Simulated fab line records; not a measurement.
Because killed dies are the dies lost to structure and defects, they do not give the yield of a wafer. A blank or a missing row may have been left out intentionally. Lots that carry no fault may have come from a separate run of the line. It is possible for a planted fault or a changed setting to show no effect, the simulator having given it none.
A lot that was struck, set against a sound lot ; flow gf180mcu ; 22 steps out of a route of 602
Sound: these wafers, L582.3, L582.4, L582.5. The struck wafers were L580.1, L580.3, L580.4. At the end, the cause is stated.
Each step with rows lists, per side, the tool, then ch with its chambers, then its first start. Under that, the readings that differ: sound wafers ; struck wafers ; difference of the means ; sigmas: that difference in standard deviations of wafers without a fault.
alike: words and numbers the same on both sides, and readings whose means are apart by under 2 such deviations; not compared: readings that were withheld, readings missing a value for some wafer, numbers with overlapping values and no deviation given by the record, and bounds like >300 which may hide the same value.
The two part at a step that has a row with sigmas, a row that says differs or no value, or rows on one side only. When numbers do not overlap yet have no deviation, they are printed without sigmas and do not part them. Lack of a reading on every wafer of one side parts them only where that side has two or more wafers.

first, 5 steps without rows for these wafers: GF_MVPSD_COAT_02 (resist thk 3000 nm); GF_MVPSD_SOFTBAKE_03; GF_MVPSD_EXPOSE_04 (exposes mask MVPSD, target cd 1000 nm); GF_MVPSD_PEB_05; GF_MVPSD_DEVELOP_06 (develop time 60 s).
GF_MVPSD_OVL_MEAS_07:
  sound on overlay-01 at day 9 22:49; struck on overlay-01 at day 9 13:00
  alike: MVPSD_OVL
then, 2 steps without rows for these wafers: GF_MVPSD_IMPLANT_08; GF_MVPSD_IMPLANT_09.
GF_MVPSD_STRIP_10: strips in O2/N2.
  sound on plasma-asher-04 ch 0,1, day 9 23:10; struck on plasma-asher-04 ch 0,1, day 9 13:20
  alike: drypump-motor-current-A, heater-power-w, oes-product-au, platen-temp-c, strip-time-to-endpoint-s
  not compared: rf-hours-counter-h
GF_MVPSD_TW_MEAS_11:
  sound on film-metro-01 at day 9 23:16; struck on film-metro-03 at day 9 13:26
  alike: MVPSD_TW
then, 2 steps without rows for these wafers: GF_VT_IMPLANT_DEHYDRATE_00 (time 60 s); GF_VT_IMPLANT_HMDS_01 (prime time 60 s).
GF_VT_IMPLANT_COAT_02: resist thk 1000 nm.
  sound on litho-track-03 ch 0, day 10 07:39; struck on litho-track-04 ch 0, day 9 22:01
reading;sound;struck;difference;sigmas
spin-speed-rpm (rpm);3001.8 3001.2 3002.1;2937.5 2938.6 2935.8;-64.4;-40
model.NOVOLAK_of_VT_IMPLANT_COAT_02.thk-nm (nm);997.2 1001 998.5;1010 1012 1011;+12;
  alike: chill-plate-temp-C, dispense-pressure-kPa
then, 3 steps without rows for these wafers: GF_VT_IMPLANT_SOFTBAKE_03 (time 60 s); GF_VT_IMPLANT_EXPOSE_04 (exposes mask LVPWELL LV AREA, target cd 600 nm); GF_VT_IMPLANT_PEB_05.
GF_VT_IMPLANT_DEVELOP_06: develop time 60 s.
  sound on litho-track-02 ch 0, day 10 16:36; struck on litho-track-02 ch 0, day 10 06:39
reading;sound;struck;difference;sigmas
model.NOVOLAK_of_VT_IMPLANT_COAT_02.thk-nm (nm);996.8 1000 998.1;1009 1011 1011;+12;
  alike: chill-plate-temp-C
GF_VT_IMPLANT_OVL_MEAS_07:
  sound on overlay-02 at day 10 16:43; struck on overlay-02 at day 10 06:48
  alike: VT_IMPLANT_OVL
following that, these wafers have no rows for 1 step: GF_VT_IMPLANT_IMPLANT_08.
GF_VT_IMPLANT_STRIP_09: strips in O2/N2.
  sound on plasma-asher-03 ch 0,1, day 10 16:55; struck on plasma-asher-02 ch 0,1, day 10 06:59
reading;sound;struck;difference;sigmas
strip-time-to-endpoint-s (s);12.59 12.66 12.62;12.74 12.77 12.76;+0.13;+4
  alike: drypump-motor-current-A, heater-power-w, oes-product-au, platen-temp-c
  not compared: rf-hours-counter-h
GF_VT_IMPLANT_TW_MEAS_10:
  sound on film-metro-02 at day 10 17:01; struck on film-metro-04 at day 10 07:05
reading;sound;struck;difference;sigmas
VT_IMPLANT_TW;551 551 549;566 563 563;+14;+2
following that, these wafers have no rows for 1 step: GF_PASSIVATION_PROBE_99.

## WHERE THEY PART
First at GF_VT_IMPLANT_COAT_02; last, within this record, at GF_VT_IMPLANT_TW_MEAS_10.

WHY: the cause the simulator had injected
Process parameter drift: litho-track-04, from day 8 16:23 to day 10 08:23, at GF_VT_IMPLANT_COAT_02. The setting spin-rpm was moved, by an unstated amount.
